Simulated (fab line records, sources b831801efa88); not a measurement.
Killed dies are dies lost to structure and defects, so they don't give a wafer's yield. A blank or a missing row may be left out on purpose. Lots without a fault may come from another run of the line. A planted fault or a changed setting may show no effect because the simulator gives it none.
Which tool did it? | flow sky130 | 12 lots, 36 wafers sampled, at 5 steps of a route of 708

WHAT THE GAUGES READ, wafer by wafer
SKY_CAPM_OVL_MEAS_12.
lot  | measured     | on         | CAPM_OVL (nm)
L075 | day 38 19:58 | overlay-01 | 0.4 -1.4 -0.9
L077 | day 39 11:31 | overlay-01 | -0.9 0.5 -0.9
L079 | day 39 21:23 | overlay-02 | -1.9 -1.0 -3.4
L081 | day 40 15:59 | overlay-01 | -0.6 -2.0 0.0
L083 | day 41 05:10 | overlay-01 | 0.4 -0.4 3.0
L085 | day 41 18:52 | overlay-01 | 2.3 1.1 0.7
L087 | day 42 04:19 | overlay-02 | -1.3 -0.9 0.3
L089 | day 42 21:25 | overlay-01 | 0.9 1.6 1.4
L091 | day 43 14:43 | overlay-02 | -1.5 0.1 -3.1
L093 | day 43 20:18 | overlay-02 | 2.5 3.0 2.2
L095 | day 44 11:42 | overlay-01 | 0.6 1.3 0.2
L097 | day 44 16:27 | overlay-02 | 0.3 1.5 -0.5

WHICH TOOL RAN EACH LOT (tool, then ch and the chambers of the sampled wafers, then the start)
lot  | SKY_FIELD_ISO_ETCH_17           | SKY_LI_CONTACT_ETCH_14             | SKY_CONTACT_CVD_24            | SKY_METAL2_STRIP_20
L075 | rie_si-01 ch 0,3, day 2 12:31   | rie_diel-03 ch 0,1,2, day 30 08:57 | cvd_w-02 ch 0,1, day 32 21:47 | plasma_asher-04 ch 0,1, day 36 12:13
L077 | rie_si-02 ch 1,2,3, day 2 23:49 | rie_diel-04 ch 0,2, day 31 02:12   | cvd_w-01 ch 0,1, day 33 14:30 | plasma_asher-04 ch 0,1, day 37 03:08
L079 | rie_si-02 ch 2,3, day 3 07:44   | rie_diel-04 ch 1,2,3, day 31 13:09 | cvd_w-02 ch 0,1, day 33 23:38 | plasma_asher-02 ch 0,1, day 37 12:40
L081 | rie_si-01 ch 0,1,2, day 3 17:35 | rie_diel-03 ch 1,2,3, day 32 12:28 | cvd_w-01 ch 0,1, day 34 22:43 | plasma_asher-04 ch 0,1, day 38 11:10
L083 | rie_si-02 ch 0,1,2, day 4 07:11 | rie_diel-03 ch 0,1,3, day 33 02:22 | cvd_w-01 ch 0,1, day 35 13:11 | plasma_asher-02 ch 0,1, day 39 01:26
L085 | rie_si-02 ch 1,2,3, day 4 15:34 | rie_diel-02 ch 0,1,2, day 33 18:25 | cvd_w-01 ch 0,1, day 36 03:44 | plasma_asher-04 ch 0,1, day 39 14:43
L087 | rie_si-02 ch 0,2,3, day 5 01:40 | rie_diel-03 ch 1,3, day 34 05:13   | cvd_w-01 ch 0,1, day 36 13:59 | plasma_asher-02 ch 0,1, day 40 00:13
L089 | rie_si-02 ch 0,1,3, day 5 14:44 | rie_diel-02 ch 0,2,3, day 34 22:31 | cvd_w-02 ch 0,1, day 37 07:26 | plasma_asher-02 ch 0,1, day 40 17:22
L091 | rie_si-02 ch 0,1,2, day 6 00:05 | rie_diel-03 ch 0,2, day 35 16:03   | cvd_w-01 ch 0,1, day 38 01:43 | plasma_asher-01 ch 0,1, day 41 11:26
L093 | rie_si-02 ch 0,1,2, day 6 07:49 | rie_diel-04 ch 1,2, day 36 00:28   | cvd_w-02 ch 0, day 38 08:46   | plasma_asher-04 ch 1, day 41 17:47
L095 | rie_si-02 ch 0,3, day 6 22:02   | rie_diel-03 ch 0,2,3, day 36 19:25 | cvd_w-02 ch 0,1, day 39 04:41 | plasma_asher-01 ch 0,1, day 42 10:02
L097 | rie_si-02 ch 1,2,3, day 7 04:34 | rie_diel-04 ch 1,2, day 37 00:07   | cvd_w-02 ch 0,1, day 39 08:48 | plasma_asher-01 ch 0,1, day 42 15:32
- SKY_FIELD_ISO_ETCH_17: etches Si in HBr/Cl2/O2, target depth 342 nm, time 101 s.
- SKY_LI_CONTACT_ETCH_14: etches BARC in N2/H2, stops on SiO2, time 45.9 s, target depth 60 nm.
- SKY_CONTACT_CVD_24: deposits W, target thk 340 nm, time 102.12 s.
- SKY_METAL2_STRIP_20: strips in O2/N2.

THE ANSWER, worked out from the rows above alone
Rule: what is usual is taken from the lots themselves. Put in order of their means at a reading, lots are off if they are a third of the lots or fewer, leave a main group of 4 or more, and stand apart from it by a gap of 3 or more times the standard deviation of the main group's means; of several such gaps the widest counts. A main group whose means are all the same, to the digits that the tables above print for the reading, isn't used. A lot without any number at a reading at which 4 lots or more have one is off too. The other lots that the step has rows for count as sound.
No lot is off at any reading shown: from this, nothing can be told.

WHAT THE SIMULATOR HAD PUT IN
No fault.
